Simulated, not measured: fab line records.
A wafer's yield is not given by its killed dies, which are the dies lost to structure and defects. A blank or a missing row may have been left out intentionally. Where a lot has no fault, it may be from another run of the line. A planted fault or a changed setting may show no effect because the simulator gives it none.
fab line records	flow sky130
record lots=5	wafers=15	last_day=50
route steps=708 shown NWELL@77 PWDE@84 VT_ADJUST_HVTP@85 PAD_OPEN@708
lots with no fault: from the same line, run without faults
start_h: hours from the record's opening day to when the first of the lot's shown wafers began	wait_h: hours from the lot's prior step to this one	" as in the row above	L1.1+2: a single row standing in for several wafers	- no value, or no start given	* or withheld: withheld	< > ~ a bound
route shown NAME@n: NAME is a module with steps in the file, n the number in the route of the first one	usual: mean and standard deviation over wafers with no fault	same: alike in all rows	chamber/n: place in a boat	sites: each site's reading	_std_site: standard deviation across them	_edge_site: mean of outer sites minus mean of inner sites	radius_mm: for every site, how far away it sits from the centre of the wafer	mask NAME#n: copy n	behind: tool/chamber where the wafer was last shaped	hold: the reason the lot was held/the length of the hold in hours/how it ended	device: names the non-switching transistor (n, p or np)	end of line: the tests these same wafers got at the end of their route	a step with no rows: only its recipe	killed: count of dies lost to structure and defects at first sort (not the wafer's yield)	map: a wafer's dies, x killed, . not, _ none there
set.NAME: setting as actually run; set.NAME@STEP: the setting as run at that earlier step	model.NAME: the simulator's own value behind a step, which no gauge read
certain route steps with their lots: each step a table, each wafer a row
services: when a tool's chamber went out of use (start_h, in hours from the record's first day, below 0 if earlier), for how many hours, and the reason
## steps
# step SKY_NWELL_IMPLANT_24
# recipe species=B	energy_kev=140	dose_cm2=9.2e+12	tilt_deg=withheld
# step SKY_NWELL_STRIP_25
# recipe chemistry=O2/N2	power_w=1400	pressure_mtorr=1500	platen_temp_c=withheld	o2_flow_sccm=3000	n2_flow_sccm=300	overash_fraction=0.5
# usual drypump_motor_current_A=5.5/0.43	n2_flow_sccm=299.9/0.88	oes_product_au=0.722/0.0044	strip_time_to_endpoint_s=36.88/0.096
lot.wafer	tool	chamber	start_h	wait_h	drypump_motor_current_A	n2_flow_sccm	oes_product_au	rf_hours_counter_h	strip_time_to_endpoint_s
L783.1	plasma_asher-03	0	110.53	0.1	5.4	299.5	0.721	29	36.94
L783.3	"	1	"	"	5.7	300.3	0.721	-	36.92
L783.4	"	0	"	"	5.4	300.4	0.720	-	36.96
L785.1	plasma_asher-03	0	123.23	0.1	5.4	300.0	0.729	31	36.98
L785.4	"	0	"	"	5.3	301.1	0.721	-	36.91
L785.5	"	1	"	"	5.8	299.5	0.716	-	36.81
L789.1	plasma_asher-03	1	145.48	0.1	5.8	298.5	0.738	33	36.80
L789.3	"	1	"	"	5.7	300.3	0.718	-	36.72
L789.5	"	1	"	"	5.7	298.9	0.724	-	36.82
L803.1	plasma_asher-03	0	233.18	0.1	5.4	299.7	0.718	41	36.74
L803.2	"	1	"	"	5.7	300.0	0.722	41	36.67
L803.5	"	0	"	"	5.4	299.8	0.724	-	36.75
L804.1	plasma_asher-01	0	244.01	0.1	4.8	299.1	0.725	56	36.94
L804.4	"	1	"	"	6.3	299.9	0.719	-	37.00
L804.6	"	1	"	"	6.3	300.3	0.729	-	36.91
# step SKY_NWELL_TW_MEAS_26
# usual NWELL_2_TW=499/3.5
lot.wafer	tool	chamber	start_h	wait_h	NWELL_2_TW
L783.1	film_metro-02	-	110.63	0.1	502
L783.3	"	-	"	"	502
L783.4	"	-	"	"	500
L785.1	film_metro-02	-	123.33	0.1	499
L785.4	"	-	"	"	499
L785.5	"	-	"	"	494
L789.1	film_metro-01	-	145.58	0.1	497
L789.3	"	-	"	"	496
L789.5	"	-	"	"	496
L803.1	film_metro-01	-	233.28	0.1	500
L803.2	"	-	"	"	499
L803.5	"	-	"	"	499
L804.1	film_metro-02	-	244.11	0.1	498
L804.4	"	-	"	"	495
L804.6	"	-	"	"	497
# step SKY_NWELL_CLEAN_27
# recipe chemistry=SC1/SC2	mix=1:4:20	temp_c=70	time_s=150	dry=n2_spin
# step SKY_NWELL_RTA_28
# recipe temp_c=1050	time_s=30	idle_temp_c=650	ramp_up_c_per_s=150	ramp_down_c_per_s=90	ambient=N2
# usual lamp_power_pct=25.30/0.051	wafer_temp_C_max=1054.7/0.93
lot.wafer	tool	chamber	start_h	wait_h	lamp_power_pct	wafer_temp_C_max
L783.1	rtp_anneal-02	0	110.74	0.0	25.20	1054.6
L783.3	"	0	"	"	25.35	1053.7
L783.4	"	0	"	"	25.30	1054.9
L785.1	rtp_anneal-02	0	123.44	0.0	25.23	1054.5
L785.4	"	0	"	"	25.25	1054.8
L785.5	"	0	"	"	25.29	1054.6
L789.1	rtp_anneal-02	0	145.69	0.0	25.40	1053.2
L789.3	"	0	"	"	25.28	1054.6
L789.5	"	0	"	"	25.29	1055.5
L803.1	rtp_anneal-01	0	233.39	0.0	25.28	1054.0
L803.2	"	0	"	"	25.26	1055.1
L803.5	"	0	"	"	25.27	1055.3
L804.1	rtp_anneal-02	0	244.22	0.0	25.33	1053.9
L804.4	"	0	"	"	25.28	1054.2
L804.6	"	0	"	"	25.29	1055.6
# step SKY_NWELL_RS_MEAS_29
# recipe thk_meas_gauge=four-point-probe
# usual NWELL_RS=625.0/2.1
lot.wafer	tool	chamber	start_h	wait_h	NWELL_RS[ohm/sq]
L783.1	film_metro-02	-	110.84	0.1	623.3
L783.3	"	-	"	"	623.1
L783.4	"	-	"	"	622.8
L785.1	film_metro-02	-	123.54	0.1	622.4
L785.4	"	-	"	"	623.9
L785.5	"	-	"	"	622.3
L789.1	film_metro-01	-	145.79	0.1	627.2
L789.3	"	-	"	"	626.0
L789.5	"	-	"	"	626.3
L803.1	film_metro-02	-	233.49	0.1	624.1
L803.2	"	-	"	"	623.7
L803.5	"	-	"	"	623.8
L804.1	film_metro-03	-	244.32	0.1	624.4
L804.4	"	-	"	"	624.1
L804.6	"	-	"	"	624.0
# step SKY_NWELL_RS_MEAS_31
# recipe thk_meas_gauge=four-point-probe
# usual PWDE_RS=5279/17
lot.wafer	tool	chamber	start_h	wait_h	PWDE_RS[ohm/sq]
L783.1	film_metro-02	-	111.08	0.1	5266
L783.3	"	-	"	"	5260
L783.4	"	-	"	"	5282
L785.1	film_metro-02	-	123.78	0.1	5301
L785.4	"	-	"	"	5273
L785.5	"	-	"	"	5282
L789.1	film_metro-01	-	146.03	0.1	5281
L789.3	"	-	"	"	5275
L789.5	"	-	"	"	5282
L803.1	film_metro-02	-	233.73	0.1	5280
L803.2	"	-	"	"	5246
L803.5	"	-	"	"	5253
L804.1	film_metro-03	-	244.56	0.1	5265
L804.4	"	-	"	"	5271
L804.6	"	-	"	"	5258
# step SKY_VT_ADJUST_HVTP_DEHYDRATE_00
# recipe temp_c=200	time_s=60
# step SKY_VT_ADJUST_HVTP_HMDS_01
# recipe prime_time_s=60	prime_temp_c=120
# step SKY_VT_ADJUST_HVTP_COAT_02
# recipe resist=NOVOLAK	spin_rpm=3000	resist_thk_nm=1140
# step SKY_VT_ADJUST_HVTP_SOFTBAKE_03
# recipe temp_c=90	time_s=60	resist=NOVOLAK
# step SKY_VT_ADJUST_HVTP_EXPOSE_04
# recipe mask_id=HVTPM	na=0.6	source_shape=conventional	sigma_outer=0.6	polarization=unpolarized	target_cd_nm=380	dose_mj=140
lot.wafer	tool	chamber	start_h	wait_h	mask
L783.1+3+4	iline_stepper-02	0	119.92	-	HVTPM#0
L785.1+4+5	iline_stepper-02	0	133.19	-	HVTPM#0
L789.1+3+5	iline_stepper-02	0	156.05	-	HVN_STD_DERIVED#0
L803.1+2+5	iline_stepper-01	0	246.19	-	HVTPM#0
L804.1+4+6	iline_stepper-02	0	256.63	-	HVTPM#0
# step SKY_VT_ADJUST_HVTP_PEB_05
# recipe temp_c=withheld	time_s=*	resist=NOVOLAK
# step SKY_VT_ADJUST_HVTP_DEVELOP_06
# recipe resist=NOVOLAK	developer=TMAH	develop_time_s=60	dev_temp_c=23
# step SKY_VT_ADJUST_HVTP_CD_MEAS_07
# recipe target_cd_nm=380
# usual cd_nm=379.8/2.3
lot.wafer	tool	chamber	start_h	wait_h	cd_nm
L783.1	cd_sem-01	-	128.74	0.1	379.4
L783.3	"	-	"	"	378.6
L783.4	"	-	"	"	381.2
L785.1	cd_sem-01	-	141.67	0.1	378.4
L785.4	"	-	"	"	380.5
L785.5	"	-	"	"	377.7
L789.1	cd_sem-02	-	164.65	0.1	-
L789.3	"	-	"	"	-
L789.5	"	-	"	"	-
L803.1	cd_sem-01	-	257.27	0.1	379.1
L803.2	"	-	"	"	380.3
L803.5	"	-	"	"	378.8
L804.1	cd_sem-01	-	268.92	0.1	380.4
L804.4	"	-	"	"	381.1
L804.6	"	-	"	"	383.1
# step SKY_VT_ADJUST_HVTP_OVL_MEAS_08
# usual VT_ADJUST_HVTP_OVL=0.4/1.7
lot.wafer	tool	chamber	start_h	wait_h	VT_ADJUST_HVTP_OVL[nm]
L783.1	overlay-01	-	128.86	0.1	-2.7
L783.3	"	-	"	"	-1.0
L783.4	"	-	"	"	-0.8
L785.1	overlay-01	-	141.79	0.1	0.0
L785.4	"	-	"	"	0.0
L785.5	"	-	"	"	1.7
L789.1	overlay-02	-	164.77	0.1	-
L789.3	"	-	"	"	-
L789.5	"	-	"	"	-
L803.1	overlay-02	-	257.39	0.1	2.7
L803.2	"	-	"	"	2.5
L803.5	"	-	"	"	3.3
L804.1	overlay-01	-	269.04	0.1	0.7
L804.4	"	-	"	"	1.6
L804.6	"	-	"	"	2.1
# step SKY_VT_ADJUST_HVTP_IMPLANT_09
# recipe species=As	energy_kev=150	dose_cm2=4.3e+12	tilt_deg=withheld
# step SKY_VT_ADJUST_HVTP_STRIP_10
# recipe chemistry=O2/N2	power_w=1400	pressure_mtorr=1500	platen_temp_c=withheld	o2_flow_sccm=3000	n2_flow_sccm=300	overash_fraction=0.5
# usual drypump_motor_current_A=5.51/0.24	n2_flow_sccm=300.0/0.92	oes_product_au=0.715/0.0048	strip_time_to_endpoint_s=14.16/0.035
lot.wafer	tool	chamber	start_h	wait_h	drypump_motor_current_A	n2_flow_sccm	oes_product_au	rf_hours_counter_h	strip_time_to_endpoint_s
L783.1	plasma_asher-02	1	129.05	0.1	5.43	299.3	0.719	1	14.15
L783.3	"	1	"	"	5.44	300.3	0.715	-	14.16
L783.4	"	0	"	"	5.34	298.2	0.716	-	14.15
L785.1	plasma_asher-03	0	141.98	0.1	5.38	301.0	0.718	33	14.21
L785.4	"	0	"	"	5.36	299.0	0.709	-	14.16
L785.5	"	0	"	"	5.37	301.0	0.712	-	14.18
L789.1	plasma_asher-02	1	164.96	0.1	5.35	301.2	0.719	5	14.20
L789.3	"	1	"	"	5.40	301.6	0.715	-	14.15
L789.5	"	0	"	"	5.32	301.6	0.718	-	14.18
L803.1	plasma_asher-04	1	257.58	0.1	5.99	301.1	0.720	56	14.19
L803.2	"	0	"	"	5.87	299.8	0.720	56	14.15
L803.5	"	0	"	"	5.88	300.7	0.719	-	14.18
L804.1	plasma_asher-02	1	269.23	0.1	5.42	300.7	0.720	14	14.16
L804.4	"	0	"	"	5.32	299.9	0.716	-	14.17
L804.6	"	0	"	"	5.30	300.8	0.713	-	14.23
# step SKY_VT_ADJUST_HVTP_TW_MEAS_11
# usual VT_ADJUST_HVTP_TW=1361/13
lot.wafer	tool	chamber	start_h	wait_h	hold	VT_ADJUST_HVTP_TW
L783.1	film_metro-03	-	129.15	0.1	-	1360
L783.3	"	-	"	"	-	1364
L783.4	"	-	"	"	-	1358
L785.1	film_metro-04	-	142.08	0.1	-	1341
L785.4	"	-	"	"	-	1343
L785.5	"	-	"	"	-	1346
L789.1	film_metro-04	-	165.06	0.1	await_dispo/0.2h/release	30
L789.3	"	-	"	"	await_dispo/0.2h/release	30
L789.5	"	-	"	"	await_dispo/0.2h/release	30
L789.1	film_metro-04	-	165.29	0.2	-	30
L789.3	"	-	"	"	-	30
L789.5	"	-	"	"	-	30
L803.1	film_metro-02	-	257.68	0.1	-	1352
L803.2	"	-	"	"	-	1354
L803.5	"	-	"	"	-	1361
L804.1	film_metro-02	-	269.33	0.1	-	1360
L804.4	"	-	"	"	-	1365
L804.6	"	-	"	"	-	1358
# step SKY_PAD_OPEN_PROBE_99
# usual defect_limited_yield=82.3/2	killed_at_M0_to_M3=43/7	killed_at_M4_up=3.5/1.9	killed_at_contacts=24/5.3	killed_at_front_end=15/4.4	killed_at_other=0.3/0.69	killed_dies=87/9.7	killed_open=48/7	killed_short=39/6.4	sort_bin_3_pad_short=0.9/0.46	sort_bin_5_function=10.5/1.4	sort_bin_6_memory=6.3/1.2	sort_n_pass=405/9.7	sort_yield_pct=82.3/2
# same gross_dies=492	killed_at_back_side=0	sort_bin_4_leakage[%]=0	sort_bin_8_speed[%]=0
lot.wafer	tool	chamber	start_h	wait_h	defect_limited_yield[%]	killed_at_M0_to_M3	killed_at_M4_up	killed_at_contacts	killed_at_front_end	killed_at_other	killed_dies	killed_open	killed_short	sort_bin_3_pad_short[%]	sort_bin_5_function[%]	sort_bin_6_memory[%]	sort_n_pass	sort_yield_pct[%]
L783.1	prober-01	-	1087.96	0.1	82.3	46	3	22	16	0	87	50	37	1.2	10.0	6.5	405	82.3
L783.3	prober-01	-	1088.06	0.2	83.9	40	4	24	11	0	79	49	30	0.4	10.4	5.3	413	83.9
L783.4	prober-01	-	1088.11	0.2	79.7	58	5	20	17	0	100	60	40	1.4	10.6	8.3	392	79.7
L785.1	prober-02	-	1094.07	0.1	83.5	37	5	21	18	0	81	47	33	0.4	10.0	6.1	411	83.5
L785.4	prober-02	-	1094.22	0.2	78.9	44	4	27	27	2	104	58	45	0.2	13.4	7.5	388	78.9
L785.5	prober-02	-	1094.27	0.2	80.9	42	3	23	26	0	94	54	38	1.0	10.8	7.3	398	80.9
# killed by level:class
L783.1 VIA1:geometric_particle:open=20 CONTACT:geometric_particle:short=6 CONTACT:geometric_particle:open=6 VIA1:geometric_particle:short=6 FIELD_ISO:geometric_particle:short=5 LI_CONTACT:geometric_particle:open=5 POLY_GATE:geometric_particle:short=5 VIA2:geometric_particle:open=5
L783.3 VIA1:geometric_particle:open=14 CONTACT:geometric_particle:open=10 VIA3:geometric_particle:open=8 LOCAL_INTERCONNECT:geometric_particle:short=5 METAL1:geometric_particle:short=4 FIELD_ISO:geometric_particle:open=3 FIELD_ISO:geometric_particle:short=3 CONTACT:geometric_particle:short=3
L783.4 VIA1:geometric_particle:open=18 CONTACT:geometric_particle:open=10 VIA2:geometric_particle:open=10 VIA1:geometric_particle:short=8 METAL2:geometric_particle:short=8 FIELD_ISO:geometric_particle:open=5 METAL1:geometric_particle:short=5 VIA3:geometric_particle:open=5
L785.1 VIA1:geometric_particle:open=9 LI_CONTACT:geometric_particle:open=7 POLY_GATE:geometric_particle:short=6 VIA1:geometric_particle:short=6 FIELD_ISO:geometric_particle:open=5 CONTACT:geometric_particle:open=5 METAL2:geometric_particle:short=5 VIA2:geometric_particle:open=5
L785.4 VIA1:geometric_particle:open=13 LI_CONTACT:geometric_particle:open=8 VIA3:geometric_particle:open=8 FIELD_ISO:geometric_particle:open=6 POLY_GATE:geometric_particle:short=6 POLY_GATE:geometric_particle:open=6 LOCAL_INTERCONNECT:geometric_particle:short=6 CONTACT:geometric_particle:open=6
L785.5 LI_CONTACT:geometric_particle:open=12 VIA1:geometric_particle:open=11 FIELD_ISO:geometric_particle:short=9 VIA2:geometric_particle:open=9 METAL1:geometric_particle:short=8 FIELD_ISO:geometric_particle:open=7 LOCAL_INTERCONNECT:geometric_particle:short=4 VIA3:geometric_particle:open=4
## services
tool	chamber	start_h	hours	kind
iline_stepper-02	0	91.61	-	calibration
plasma_asher-02	-	108.78	9.0	pm
plasma_asher-02	0	108.78	9.0	vent_cycle
plasma_asher-02	1	108.78	9.0	vent_cycle
plasma_asher-04	-	116.08	2.8	pm
plasma_asher-02	0	117.78	-	clean
plasma_asher-02	1	117.78	-	clean
iline_stepper-01	-	140.63	1.7	pm
plasma_asher-03	-	147.20	1.1	repair
plasma_asher-01	-	152.22	0.9	repair
iline_stepper-01	-	155.70	0.8	pm
iline_stepper-02	-	159.07	4.4	pm
plasma_asher-01	-	160.19	0.6	repair
plasma_asher-04	-	171.99	2.6	repair
iline_stepper-01	0	179.69	-	calibration
iline_stepper-01	-	229.50	5.8	repair
## key
first_sign step=SKY_VT_ADJUST_HVTP_EXPOSE_04	reading=mask	direction=changed
effect step=SKY_VT_ADJUST_HVTP_CD_MEAS_07	reading=cd_nm	direction=missing
effect step=SKY_VT_ADJUST_HVTP_OVL_MEAS_08	reading=VT_ADJUST_HVTP_OVL	direction=missing
effect step=SKY_VT_ADJUST_HVTP_TW_MEAS_11	reading=visit	direction=added
effect step=SKY_VT_ADJUST_HVTP_TW_MEAS_11	reading=VT_ADJUST_HVTP_TW	direction=down	sigmas=99+	usual=1361	struck=30
met_at SKY_VT_ADJUST_HVTP_EXPOSE_04
struck_wafers L789.1,L789.3,L789.5
scrapped_behind SKY_VT_ADJUST_HVTP_TW_MEAS_11 L789.1,L789.3,L789.5
onset_between 133.19 156.05
fault kind=wrong_mask	tool=any	chamber=-	onset_h=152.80	steps=SKY_VT_ADJUST_HVTP_EXPOSE_04	aux_copy=HVN_STD_DERIVED#0	scope=struck_lots_only
